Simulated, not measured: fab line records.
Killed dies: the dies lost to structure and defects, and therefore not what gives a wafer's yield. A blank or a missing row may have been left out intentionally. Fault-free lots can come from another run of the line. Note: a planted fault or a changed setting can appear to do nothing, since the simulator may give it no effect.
Which tool is to blame? || flow gf180mcu || Sampling: 11 lots, 33 wafers, 5 of 602 route steps

== WHAT THE GAUGES SHOWED, per wafer ==
GF_V4_RS_MEAS_24: the measuring method here is four-point-probe. Usual: V4_W_RS gives 0.3290 ohm/sq (standard deviation 0.0028).
{"lot": "L546", "measured": "day 24 08:17", "on": "film-metro-01", "V4_W_RS (ohm/sq)": "0.3338 0.3333 0.3329", "flag": ""}
{"lot": "L547", "measured": "day 24 14:01", "on": "film-metro-04", "V4_W_RS (ohm/sq)": "0.3272 0.3274 0.3243", "flag": ""}
{"lot": "L548", "measured": "day 24 20:32", "on": "film-metro-02", "V4_W_RS (ohm/sq)": "0.3273 0.3293 0.3272", "flag": ""}
{"lot": "L550", "measured": "day 25 11:19", "on": "film-metro-04", "V4_W_RS (ohm/sq)": "0.3325 0.3336 0.3268", "flag": ""}
{"lot": "L551", "measured": "day 26 00:42", "on": "film-metro-01", "V4_W_RS (ohm/sq)": "0.3290 0.3298 0.3316", "flag": ""}
{"lot": "L552", "measured": "day 26 08:56", "on": "film-metro-02", "V4_W_RS (ohm/sq)": "0.3304 0.3302 0.3297", "flag": ""}
{"lot": "L553", "measured": "day 26 15:10", "on": "film-metro-02", "V4_W_RS (ohm/sq)": "0.3253 0.3298 0.3280", "flag": ""}
{"lot": "L554", "measured": "day 27 06:11", "on": "film-metro-01", "V4_W_RS (ohm/sq)": "0.3260 0.3300 0.3296", "flag": ""}
{"lot": "L560", "measured": "day 29 02:03", "on": "film-metro-01", "V4_W_RS (ohm/sq)": "0.3311 0.3283 0.3270", "flag": ""}
{"lot": "L566", "measured": "day 30 11:44", "on": "film-metro-02", "V4_W_RS (ohm/sq)": "0.3245 0.3256 0.3258", "flag": ""}
{"lot": "L568", "measured": "day 31 01:20", "on": "film-metro-01", "V4_W_RS (ohm/sq)": "0.3269 0.3299 0.3286", "flag": ""}

== TOOL THAT RAN EACH LOT (tool first, then ch and the chambers of the sampled wafers, then the start) ==
{"lot": "L546", "GF_SALICIDE_RTA_06": "rtp-anneal-02 ch 0, day 15 03:41", "GF_V1_ETCH_16": "rie-diel-04 ch 0,1, day 18 04:37", "GF_M3_COAT_09": "litho-track-04 ch 0, day 20 19:13", "GF_M3_STRIP_17": "plasma-asher-04 ch 0,1, day 21 07:53"}
{"lot": "L547", "GF_SALICIDE_RTA_06": "rtp-anneal-01 ch 0, day 15 08:08", "GF_V1_ETCH_16": "rie-diel-01 ch 0,2,3, day 18 09:10", "GF_M3_COAT_09": "litho-track-03 ch 0, day 21 01:07", "GF_M3_STRIP_17": "plasma-asher-02 ch 0,1, day 21 12:41"}
{"lot": "L548", "GF_SALICIDE_RTA_06": "rtp-anneal-01 ch 0, day 15 16:53", "GF_V1_ETCH_16": "rie-diel-01 ch 0,3, day 18 17:13", "GF_M3_COAT_09": "litho-track-02 ch 0, day 21 07:52", "GF_M3_STRIP_17": "plasma-asher-02 ch 0,1, day 21 19:38"}
{"lot": "L550", "GF_SALICIDE_RTA_06": "rtp-anneal-01 ch 0, day 16 06:27", "GF_V1_ETCH_16": "rie-diel-02 ch 0,1,3, day 19 08:25", "GF_M3_COAT_09": "litho-track-02 ch 0, day 21 23:58", "GF_M3_STRIP_17": "plasma-asher-04 ch 0,1, day 22 11:48"}
{"lot": "L551", "GF_SALICIDE_RTA_06": "rtp-anneal-01 ch 0, day 16 19:35", "GF_V1_ETCH_16": "rie-diel-01 ch 0,3, day 19 21:45", "GF_M3_COAT_09": "litho-track-04 ch 0, day 22 12:43", "GF_M3_STRIP_17": "plasma-asher-02 ch 0,1, day 23 00:59"}
{"lot": "L552", "GF_SALICIDE_RTA_06": "rtp-anneal-01 ch 0, day 17 05:23", "GF_V1_ETCH_16": "rie-diel-04 ch 0,1,2, day 20 07:37", "GF_M3_COAT_09": "litho-track-03 ch 0, day 22 22:52", "GF_M3_STRIP_17": "plasma-asher-04 ch 0,1, day 23 10:47"}
{"lot": "L553", "GF_SALICIDE_RTA_06": "rtp-anneal-02 ch 0, day 17 12:17", "GF_V1_ETCH_16": "rie-diel-02 ch 1,3, day 20 13:42", "GF_M3_COAT_09": "litho-track-02 ch 0, day 23 04:35", "GF_M3_STRIP_17": "plasma-asher-02 ch 0,1, day 23 16:09"}
{"lot": "L554", "GF_SALICIDE_RTA_06": "rtp-anneal-02 ch 0, day 18 02:28", "GF_V1_ETCH_16": "rie-diel-02 ch 1,2, day 21 04:31", "GF_M3_COAT_09": "litho-track-03 ch 0, day 23 19:08", "GF_M3_STRIP_17": "plasma-asher-02 ch 0,1, day 24 06:47"}
{"lot": "L560", "GF_SALICIDE_RTA_06": "rtp-anneal-01 ch 0, day 20 07:20", "GF_V1_ETCH_16": "rie-diel-01 ch 0,1,2, day 23 08:10", "GF_M3_COAT_09": "litho-track-03 ch 0, day 25 20:13", "GF_M3_STRIP_17": "plasma-asher-04 ch 0,1, day 26 06:56"}
{"lot": "L566", "GF_SALICIDE_RTA_06": "rtp-anneal-02 ch 0, day 22 04:04", "GF_V1_ETCH_16": "rie-diel-04 ch 0,2,3, day 25 04:25", "GF_M3_COAT_09": "litho-track-04 ch 0, day 27 13:18", "GF_M3_STRIP_17": "plasma-asher-01 ch 0,1, day 27 23:51"}
{"lot": "L568", "GF_SALICIDE_RTA_06": "rtp-anneal-01 ch 0, day 22 18:53", "GF_V1_ETCH_16": "rie-diel-01 ch 1,2, day 25 16:39", "GF_M3_COAT_09": "litho-track-04 ch 0, day 28 01:30", "GF_M3_STRIP_17": "plasma-asher-01 ch 0,1, day 28 11:26"}
- GF_SALICIDE_RTA_06: time 30 s.
- GF_V1_ETCH_16: etches BARC in N2/H2.
- GF_M3_COAT_09: resist thk 1000 nm.
- GF_M3_STRIP_17: strips in O2/N2.

== WHAT THE TOOLS THEMSELVES READ (means of the sampled wafers that have a number; where no wafer has one, the mark that the record gives instead) ==
GF_SALICIDE_RTA_06. Usual: lamp-power-pct 5.488 %, standard deviation 0.028; wafer_temp_C_max 532.8, standard deviation 1.2.
{"lot": "L546", "tool": "rtp-anneal-02", "lamp-power-pct (%)": 5.510, "wafer_temp_C_max": 533.8, "flag": ""}
{"lot": "L547", "tool": "rtp-anneal-01", "lamp-power-pct (%)": 5.458, "wafer_temp_C_max": 531.6, "flag": ""}
{"lot": "L548", "tool": "rtp-anneal-01", "lamp-power-pct (%)": 5.454, "wafer_temp_C_max": 532.0, "flag": ""}
{"lot": "L550", "tool": "rtp-anneal-01", "lamp-power-pct (%)": 5.452, "wafer_temp_C_max": 531.6, "flag": ""}
{"lot": "L551", "tool": "rtp-anneal-01", "lamp-power-pct (%)": 5.462, "wafer_temp_C_max": 532.1, "flag": ""}
{"lot": "L552", "tool": "rtp-anneal-01", "lamp-power-pct (%)": 5.458, "wafer_temp_C_max": 531.8, "flag": ""}
{"lot": "L553", "tool": "rtp-anneal-02", "lamp-power-pct (%)": 5.509, "wafer_temp_C_max": 534.0, "flag": ""}
{"lot": "L554", "tool": "rtp-anneal-02", "lamp-power-pct (%)": 5.508, "wafer_temp_C_max": 533.6, "flag": ""}
{"lot": "L560", "tool": "rtp-anneal-01", "lamp-power-pct (%)": 5.452, "wafer_temp_C_max": 532.0, "flag": ""}
{"lot": "L566", "tool": "rtp-anneal-02", "lamp-power-pct (%)": 5.509, "wafer_temp_C_max": 533.4, "flag": ""}
{"lot": "L568", "tool": "rtp-anneal-01", "lamp-power-pct (%)": 5.456, "wafer_temp_C_max": 532.0, "flag": ""}

GF_V1_ETCH_16. Usual: chamber-pressure-mTorr 30.001 mTorr, standard deviation 0.028; drypump-motor-current-A 5.6 A, standard deviation 0.33; oes-product-au 0.854 a.u., standard deviation 0.0042; rf-fwd-power-W 495.2 W, standard deviation 2; throttle-valve-pct 13.224 %, standard deviation 0.0091.
{"lot": "L546", "tool": "rie-diel-04", "chamber-pressure-mTorr (mTorr)": 29.994, "drypump-motor-current-A (A)": 5.9, "oes-product-au (a.u.)": 0.857, "rf-fwd-power-W (W)": 495.7, "throttle-valve-pct (%)": 13.230, "flag": ""}
{"lot": "L547", "tool": "rie-diel-01", "chamber-pressure-mTorr (mTorr)": 30.002, "drypump-motor-current-A (A)": 5.5, "oes-product-au (a.u.)": 0.850, "rf-fwd-power-W (W)": 495.5, "throttle-valve-pct (%)": 13.227, "flag": ""}
{"lot": "L548", "tool": "rie-diel-01", "chamber-pressure-mTorr (mTorr)": 30.017, "drypump-motor-current-A (A)": 5.1, "oes-product-au (a.u.)": 0.855, "rf-fwd-power-W (W)": 495.5, "throttle-valve-pct (%)": 13.235, "flag": ""}
{"lot": "L550", "tool": "rie-diel-02", "chamber-pressure-mTorr (mTorr)": 30.010, "drypump-motor-current-A (A)": 5.9, "oes-product-au (a.u.)": 0.856, "rf-fwd-power-W (W)": 495.2, "throttle-valve-pct (%)": 13.227, "flag": ""}
{"lot": "L551", "tool": "rie-diel-01", "chamber-pressure-mTorr (mTorr)": 29.984, "drypump-motor-current-A (A)": 5.1, "oes-product-au (a.u.)": 0.855, "rf-fwd-power-W (W)": 494.4, "throttle-valve-pct (%)": 13.218, "flag": ""}
{"lot": "L552", "tool": "rie-diel-04", "chamber-pressure-mTorr (mTorr)": 30.009, "drypump-motor-current-A (A)": 5.7, "oes-product-au (a.u.)": 0.855, "rf-fwd-power-W (W)": 494.2, "throttle-valve-pct (%)": 13.229, "flag": ""}
{"lot": "L553", "tool": "rie-diel-02", "chamber-pressure-mTorr (mTorr)": 30.020, "drypump-motor-current-A (A)": 5.9, "oes-product-au (a.u.)": 0.850, "rf-fwd-power-W (W)": 494.2, "throttle-valve-pct (%)": 13.222, "flag": ""}
{"lot": "L554", "tool": "rie-diel-02", "chamber-pressure-mTorr (mTorr)": 29.996, "drypump-motor-current-A (A)": 5.5, "oes-product-au (a.u.)": 0.855, "rf-fwd-power-W (W)": 494.0, "throttle-valve-pct (%)": 13.225, "flag": ""}
{"lot": "L560", "tool": "rie-diel-01", "chamber-pressure-mTorr (mTorr)": 30.014, "drypump-motor-current-A (A)": 5.3, "oes-product-au (a.u.)": 0.857, "rf-fwd-power-W (W)": 496.9, "throttle-valve-pct (%)": 13.225, "flag": ""}
{"lot": "L566", "tool": "rie-diel-04", "chamber-pressure-mTorr (mTorr)": 30.009, "drypump-motor-current-A (A)": 5.5, "oes-product-au (a.u.)": 0.853, "rf-fwd-power-W (W)": 494.6, "throttle-valve-pct (%)": 13.229, "flag": ""}
{"lot": "L568", "tool": "rie-diel-01", "chamber-pressure-mTorr (mTorr)": 30.002, "drypump-motor-current-A (A)": 5.5, "oes-product-au (a.u.)": 0.853, "rf-fwd-power-W (W)": 494.6, "throttle-valve-pct (%)": 13.214, "flag": ""}

GF_M3_STRIP_17. Usual: chamber-pressure-mTorr 1500.0 mTorr, standard deviation 1.4; drypump-motor-current-A 6.1 A, standard deviation 0.3; heater-power-w 299 W, standard deviation 21; oes-product-au 0.536 a.u., standard deviation 0.005; strip-time-to-endpoint-s 7.37 s, standard deviation 0.044.
{"lot": "L546", "tool": "plasma-asher-04", "chamber-pressure-mTorr (mTorr)": 1498.8, "drypump-motor-current-A (A)": 6.1, "heater-power-w (W)": 273, "oes-product-au (a.u.)": 0.537, "strip-time-to-endpoint-s (s)": 7.37, "flag": ""}
{"lot": "L547", "tool": "plasma-asher-02", "chamber-pressure-mTorr (mTorr)": 1500.1, "drypump-motor-current-A (A)": 5.7, "heater-power-w (W)": 313, "oes-product-au (a.u.)": 0.536, "strip-time-to-endpoint-s (s)": 7.33, "flag": ""}
{"lot": "L548", "tool": "plasma-asher-02", "chamber-pressure-mTorr (mTorr)": 1500.0, "drypump-motor-current-A (A)": 5.7, "heater-power-w (W)": 319, "oes-product-au (a.u.)": 0.534, "strip-time-to-endpoint-s (s)": 7.41, "flag": ""}
{"lot": "L550", "tool": "plasma-asher-04", "chamber-pressure-mTorr (mTorr)": 1500.5, "drypump-motor-current-A (A)": 6.0, "heater-power-w (W)": 277, "oes-product-au (a.u.)": 0.538, "strip-time-to-endpoint-s (s)": 7.36, "flag": ""}
{"lot": "L551", "tool": "plasma-asher-02", "chamber-pressure-mTorr (mTorr)": 1501.1, "drypump-motor-current-A (A)": 5.8, "heater-power-w (W)": 314, "oes-product-au (a.u.)": 0.536, "strip-time-to-endpoint-s (s)": 7.35, "flag": ""}
{"lot": "L552", "tool": "plasma-asher-04", "chamber-pressure-mTorr (mTorr)": 1499.9, "drypump-motor-current-A (A)": 6.1, "heater-power-w (W)": 272, "oes-product-au (a.u.)": 0.535, "strip-time-to-endpoint-s (s)": 7.39, "flag": ""}
{"lot": "L553", "tool": "plasma-asher-02", "chamber-pressure-mTorr (mTorr)": 1499.9, "drypump-motor-current-A (A)": 6.0, "heater-power-w (W)": 316, "oes-product-au (a.u.)": 0.539, "strip-time-to-endpoint-s (s)": 7.38, "flag": ""}
{"lot": "L554", "tool": "plasma-asher-02", "chamber-pressure-mTorr (mTorr)": 1500.4, "drypump-motor-current-A (A)": 5.7, "heater-power-w (W)": 318, "oes-product-au (a.u.)": 0.539, "strip-time-to-endpoint-s (s)": 7.38, "flag": ""}
{"lot": "L560", "tool": "plasma-asher-04", "chamber-pressure-mTorr (mTorr)": 1499.5, "drypump-motor-current-A (A)": 6.1, "heater-power-w (W)": 274, "oes-product-au (a.u.)": 0.531, "strip-time-to-endpoint-s (s)": 7.44, "flag": ""}
{"lot": "L566", "tool": "plasma-asher-01", "chamber-pressure-mTorr (mTorr)": 1500.0, "drypump-motor-current-A (A)": 6.2, "heater-power-w (W)": 313, "oes-product-au (a.u.)": 0.540, "strip-time-to-endpoint-s (s)": 7.38, "flag": ""}
{"lot": "L568", "tool": "plasma-asher-01", "chamber-pressure-mTorr (mTorr)": 1498.9, "drypump-motor-current-A (A)": 6.2, "heater-power-w (W)": 312, "oes-product-au (a.u.)": 0.537, "strip-time-to-endpoint-s (s)": 7.38, "flag": ""}

== THE ANSWER, worked out from the rows above alone ==
Rule: take the mean of a lot's wafers that have a number; if it is more than 3 standard deviations from the usual mean, the lot is off. Also off: a lot with no number at a reading for which 4 or more lots have one. The other lots that the step has rows for count as sound. The gauges are gone through in route order, then the tools' own readings, and for those a lot's mean is taken as printed above. At the first step where some lot is off, the reading lying furthest off is the one used; lots without a number count as furthest.
No lot is off on any of the readings shown, so nothing can be concluded from this.

== WHAT WAS PUT IN BY THE SIMULATOR ==
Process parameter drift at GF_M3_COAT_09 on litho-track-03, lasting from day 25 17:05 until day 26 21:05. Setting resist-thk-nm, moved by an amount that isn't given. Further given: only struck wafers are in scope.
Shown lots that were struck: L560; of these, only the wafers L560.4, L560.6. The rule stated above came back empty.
